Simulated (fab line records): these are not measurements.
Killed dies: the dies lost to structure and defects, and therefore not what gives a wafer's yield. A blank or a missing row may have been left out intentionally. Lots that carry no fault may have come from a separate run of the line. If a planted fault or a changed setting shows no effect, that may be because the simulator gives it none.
Which tool did it? + flow sky130 + 12 lots, 36 wafers sampled, at 5 steps of a route of 708

## WHAT EACH GAUGE READ, for each wafer
SKY_METAL1_CD_MEAS_15 targets a cd of 140 nm.
| lot  | measured     | on        | cd nm (nm)        |
|------|--------------|-----------|-------------------|
| L282 | day 32 16:35 | cd sem-02 | 137.8 135.0 137.3 |
| L287 | day 34 06:38 | cd sem-01 | 141.1 139.9 140.6 |
| L286 | day 34 07:53 | cd sem-02 | 141.9 143.2 142.0 |
| L285 | day 34 08:11 | cd sem-02 | 141.3 141.9 141.9 |
| L288 | day 34 11:14 | cd sem-01 | 139.9 138.1 138.6 |
| L290 | day 35 07:29 | cd sem-01 | 141.8 141.6 142.7 |
| L293 | day 36 08:50 | cd sem-02 | 139.9 139.9 140.9 |
| L294 | day 36 22:01 | cd sem-02 | 141.0 140.3 141.5 |
| L297 | day 37 10:23 | cd sem-01 | 138.4 138.7 138.3 |
| L298 | day 37 21:19 | cd sem-02 | 139.8 140.8 141.3 |
| L301 | day 38 20:13 | cd sem-01 | 141.0 141.7 140.3 |
| L303 | day 38 23:05 | cd sem-01 | 137.4 138.3 137.7 |

SKY_PASSIVATION_THK_MEAS_01.
| lot  | measured     | on            | PASSIVATION_CVD_00_THK (nm) |
|------|--------------|---------------|-----------------------------|
| L282 | day 43 20:04 | film metro-03 | 89.5 91.3 89.8              |
| L287 | day 45 01:52 | film metro-04 | 88.1 88.2 90.3              |
| L286 | day 45 02:10 | film metro-03 | 90.1 90.6 92.6              |
| L285 | day 45 02:53 | film metro-04 | 89.7 90.1 91.5              |
| L288 | day 45 05:54 | film metro-03 | 89.4 90.1 90.7              |
| L290 | day 45 23:02 | film metro-02 | 90.4 90.5 91.8              |
| L293 | day 46 19:11 | film metro-02 | 142.4 144.0 144.0           |
| L294 | day 47 05:23 | film metro-04 | 142.0 142.0 144.8           |
| L297 | day 47 14:15 | film metro-03 | 89.6 89.1 90.0              |
| L298 | day 47 22:41 | film metro-03 | 89.0 90.2 91.4              |
| L301 | day 48 16:15 | film metro-02 | 89.0 89.7 90.0              |
| L303 | day 48 16:35 | film metro-02 | 90.2 89.7 91.5              |

SKY_PASSIVATION_THK_MEAS_03.
| lot  | measured     | on            | PASSIVATION_CVD_02_THK (nm) |
|------|--------------|---------------|-----------------------------|
| L282 | day 43 20:21 | film metro-03 | 540 552 550                 |
| L287 | day 45 02:09 | film metro-02 | 539 535 547                 |
| L286 | day 45 02:27 | film metro-02 | 538 538 539                 |
| L285 | day 45 03:10 | film metro-03 | 529 542 543                 |
| L288 | day 45 06:11 | film metro-04 | 533 537 542                 |
| L290 | day 45 23:19 | film metro-02 | 531 535 540                 |
| L293 | day 46 19:28 | film metro-04 | 538 549 543                 |
| L294 | day 47 05:40 | film metro-04 | 533 536 546                 |
| L297 | day 47 14:32 | film metro-03 | 537 541 535                 |
| L298 | day 47 22:58 | film metro-04 | 530 539 536                 |
| L301 | day 48 16:32 | film metro-04 | 530 546 538                 |
| L303 | day 48 16:52 | film metro-03 | 543 535 542                 |

## TOOL THAT RAN EACH LOT (tool first, then ch and the chambers of the sampled wafers, then the start)
| lot  | SKY_METAL5_STRIP_16                  | SKY_PASSIVATION_CVD_00          |
|------|--------------------------------------|---------------------------------|
| L282 | plasma asher-03 ch 0,1, day 43 19:25 | pecvd-04 ch 1,2, day 43 20:02   |
| L287 | plasma asher-04 ch 0, day 45 01:13   | pecvd-03 ch 0,1,2, day 45 01:50 |
| L286 | plasma asher-01 ch 1, day 45 01:31   | pecvd-01 ch 0,1, day 45 02:09   |
| L285 | plasma asher-01 ch 0,1, day 45 02:14 | pecvd-04 ch 0,1, day 45 02:52   |
| L288 | plasma asher-01 ch 0,1, day 45 05:08 | pecvd-03 ch 0,1, day 45 05:42   |
| L290 | plasma asher-03 ch 0,1, day 45 22:22 | pecvd-01 ch 1,2, day 45 22:59   |
| L293 | plasma asher-04 ch 0,1, day 46 18:32 | pecvd-01 ch 0,1,2, day 46 19:10 |
| L294 | plasma asher-03 ch 0,1, day 47 04:46 | pecvd-01 ch 0,2, day 47 05:21   |
| L297 | plasma asher-03 ch 0,1, day 47 13:38 | pecvd-04 ch 0,1,2, day 47 14:14 |
| L298 | plasma asher-03 ch 0,1, day 47 22:02 | pecvd-04 ch 0,2, day 47 22:38   |
| L301 | plasma asher-03 ch 0,1, day 48 15:38 | pecvd-03 ch 0,2, day 48 16:13   |
| L303 | plasma asher-01 ch 0,1, day 48 15:56 | pecvd-04 ch 0,1, day 48 16:31   |
- SKY_METAL5_STRIP_16: strips in O2/N2.
- SKY_PASSIVATION_CVD_00: deposits SiO2, target thk 90 nm.

## AS READ BY THE TOOLS THEMSELVES (means over the sampled wafers that have a number; for cases with no such wafer, the mark the record gives instead)
SKY_METAL5_STRIP_16.
| lot  | tool            | drypump motor current A (A) | oes product au (a.u.) | strip time to endpoint s (s) |
|------|-----------------|-----------------------------|-----------------------|------------------------------|
| L282 | plasma asher-03 | 5.4                         | 0.711                 | 13.20                        |
| L287 | plasma asher-04 | 5.4                         | 0.714                 | 12.92                        |
| L286 | plasma asher-01 | 5.7                         | 0.710                 | 13.15                        |
| L285 | plasma asher-01 | 5.8                         | 0.705                 | 13.13                        |
| L288 | plasma asher-01 | 5.8                         | 0.713                 | 13.16                        |
| L290 | plasma asher-03 | 5.3                         | 0.711                 | 13.27                        |
| L293 | plasma asher-04 | 5.4                         | 0.712                 | 13.28                        |
| L294 | plasma asher-03 | 5.3                         | 0.709                 | 13.10                        |
| L297 | plasma asher-03 | 5.4                         | 0.711                 | 13.07                        |
| L298 | plasma asher-03 | 5.4                         | 0.713                 | 12.94                        |
| L301 | plasma asher-03 | 5.7                         | 0.709                 | 13.00                        |
| L303 | plasma asher-01 | 5.8                         | 0.712                 | 13.08                        |

SKY_PASSIVATION_CVD_00.
| lot  | tool     | heater power w (W) |
|------|----------|--------------------|
| L282 | pecvd-04 | 586                |
| L287 | pecvd-03 | 679                |
| L286 | pecvd-01 | 642                |
| L285 | pecvd-04 | 662                |
| L288 | pecvd-03 | 697                |
| L290 | pecvd-01 | 616                |
| L293 | pecvd-01 | 639                |
| L294 | pecvd-01 | 651                |
| L297 | pecvd-04 | 599                |
| L298 | pecvd-04 | 618                |
| L301 | pecvd-03 | 665                |
| L303 | pecvd-04 | 606                |

## THE ANSWER, worked out from the rows above alone
Rule: usual is defined by the lots themselves. Put in order of their means at a reading, lots are off if they are a third of the lots or fewer, leave a main group of 4 or more, and stand apart from it by a gap of 3 or more times the standard deviation of the main group's means; of several such gaps the widest counts. The tables above print the reading to a certain number of digits; a main group whose means all agree to those digits is not used. Also off: a lot with no number at a reading for which 4 or more lots have one. The other lots that the step has rows for count as sound. The gauges are gone through in route order, then the tools' own readings, and for those a lot's mean is taken as printed above. The first step at which some lot is off is used, and at that step the reading that is off furthest; a lot without a number counts as furthest.
Off: at SKY_PASSIVATION_THK_MEAS_01 (PASSIVATION_CVD_00_THK), L293, L294. The main group: mean 90.1 nm, standard deviation 0.63.
A tool fits if, at a process step before that reading, it ran every lot that is off, and no sound lot after the first of them. The gauges at SKY_PASSIVATION_THK_MEAS_01 are tried like those tools. One candidate fits, namely pecvd-01 at SKY_PASSIVATION_CVD_00. A fault onset in the window from L290 (day 45 22:59, its last sound lot) to L293 (day 46 19:10, its first lot off) fits.

## WHAT THE SIMULATOR PUT IN
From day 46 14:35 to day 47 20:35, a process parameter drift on pecvd-01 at SKY_PASSIVATION_CVD_00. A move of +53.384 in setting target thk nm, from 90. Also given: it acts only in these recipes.
Struck lots among those shown: L293, L294. The rule above reached the same finding.
